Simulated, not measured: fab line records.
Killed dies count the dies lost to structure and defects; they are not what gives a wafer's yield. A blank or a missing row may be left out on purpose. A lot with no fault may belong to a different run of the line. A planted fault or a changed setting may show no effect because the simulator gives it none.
Struck lot and sound lot, side by side | flow sky130 | 17 steps out of a route of 708
Sound: wafers L306.1, L306.5, L306.6. Wafers struck: L304.2, L304.3, L304.5. At the end, the cause is stated.
Each step with rows lists, per side, the tool, then ch with its chambers, then its first start. Under that, the readings that differ: sound wafers | struck wafers | difference of the means | sigmas: that difference in standard deviations of wafers without a fault.
alike: readings with means less than 2 such deviations apart, plus words and numbers identical on both sides. not compared: withheld readings, readings lacking a value on some wafer, bounds such as >300 that could conceal the same value, and numbers that have no deviation in the record and whose values overlap.
Wherever a step has rows on one side only, a row that says differs or no value, or a row with sigmas, the two part there. Non-overlapping numbers with no deviation appear without sigmas and do not part them. A reading that every wafer of one side lacks parts them only if that side has two wafers or more.

first, 1 step without rows for these wafers: SKY_VT_ADJUST_NCORE_IMPLANT_09.
SKY_VT_ADJUST_NCORE_STRIP_10: strips in O2/N2.
  sound on plasma-asher-01 ch 0,1, day 9 22:53; struck on plasma-asher-04 ch 0,1, day 9 12:59
  alike: drypump-motor-current-A, oes-product-au, strip-time-to-endpoint-s
  not compared: rf-hours-counter-h
SKY_VT_ADJUST_NCORE_TW_MEAS_11:
  sound on film-metro-04, day 9 22:59; struck on film-metro-04, day 9 13:05
  alike: VT_ADJUST_NCORE_TW
then, 7 steps without rows for these wafers: SKY_VT_ADJUST_HVTR_DEHYDRATE_00 (time 60 s); SKY_VT_ADJUST_HVTR_HMDS_01 (prime time 60 s); SKY_VT_ADJUST_HVTR_COAT_02 (resist thk 1140 nm); SKY_VT_ADJUST_HVTR_SOFTBAKE_03 (time 60 s); SKY_VT_ADJUST_HVTR_EXPOSE_04 (exposes mask HVTRM, target cd 380 nm); SKY_VT_ADJUST_HVTR_PEB_05; SKY_VT_ADJUST_HVTR_DEVELOP_06 (develop time 60 s).
SKY_VT_ADJUST_HVTR_CD_MEAS_07: the cd target is 380 nm.
  sound on cd-sem-02, day 10 21:25; struck on cd-sem-01, day 10 11:35
  reading    | sound             | struck            | difference | sigmas
  cd-nm (nm) | 377.3 378.4 373.1 | 383.8 384.1 381.7 | +6.9       | +3
SKY_VT_ADJUST_HVTR_OVL_MEAS_08:
  sound on overlay-02, day 10 21:32; struck on overlay-01, day 10 11:42
  alike: VT_ADJUST_HVTR_OVL
SKY_VT_ADJUST_HVTR_IMPLANT_09:
  sound on implanter-04 ch 0, day 10 21:35; struck on implanter-03 ch 0, day 10 12:04
  alike: end-station-pressure-torr
SKY_VT_ADJUST_HVTR_STRIP_10: strips in O2/N2.
  sound on plasma-asher-02 ch 0,1, day 10 21:44; struck on plasma-asher-04 ch 0,1, day 10 12:11
  alike: drypump-motor-current-A, oes-product-au, strip-time-to-endpoint-s
  not compared: rf-hours-counter-h
SKY_VT_ADJUST_HVTR_TW_MEAS_11:
  sound on film-metro-03, day 10 21:50; struck on film-metro-04, day 10 12:18
  reading           | sound       | struck      | difference | sigmas
  VT_ADJUST_HVTR_TW | 208 208 208 | 261 260 260 | +52        | +17
then, 1 step without rows for these wafers: SKY_VT_ADJUST_PCH_DEHYDRATE_00 (time 60 s).
-- a jump in the record: the struck wafers' starts before and after are 36 days apart (it breaks off in module VT_ADJUST_PCH and resumes in module PAD_OPEN, where the first step shown is number 708 of the route) --
SKY_PAD_OPEN_PROBE_99:
  sound on prober-01, day 46 20:43; struck on prober-02, day 46 19:16
  reading                                   | sound                   | struck                  | difference | sigmas
  model.etest.pfet_01v8_mvt.drive-ua-um     | 153.1 148.4 149.8       | 194.3 192.8 194.1       | +43.3      |
  model.etest.pfet_01v8_mvt.off-log10-a-um  | -10.3 -10.31 -10.63     | -6.502 -6.483 -6.734    | +3.840     |
  model.etest.pfet_01v8_mvt.vt-sat-v (V)    | -0.5399 -0.5522 -0.5574 | -0.1154 -0.1215 -0.1299 | +0.4276    |
  model.etest.pfet_01v8_mvt.vt-v (V)        | -0.6288 -0.6368 -0.6435 | -0.2748 -0.2717 -0.2835 | +0.3597    |
  model.etest.pfet_01v8_mvt.vt-long-v (V)   | -0.8357 -0.8399 -0.8477 | -0.5399 -0.5359 -0.5437 | +0.3013    |
  model.etest.pfet_01v8_mvt.body-rise-v (V) | -0.1949 -0.1943 -0.1917 | -0.2136 -0.213 -0.2103  | -0.0187    |
  alike: killed_at_M0_to_M3, killed_at_M4_up, killed-at-contacts, killed-at-front-end, killed-at-other, killed-dies, killed-open, killed-short

WHERE THEY PART
First at SKY_VT_ADJUST_HVTR_CD_MEAS_07; last, within this record, at SKY_VT_ADJUST_HVTR_TW_MEAS_11. Later steps at which nothing parts them and some readings are alike: SKY_PAD_OPEN_PROBE_99.

WHY: whatever the simulator had introduced
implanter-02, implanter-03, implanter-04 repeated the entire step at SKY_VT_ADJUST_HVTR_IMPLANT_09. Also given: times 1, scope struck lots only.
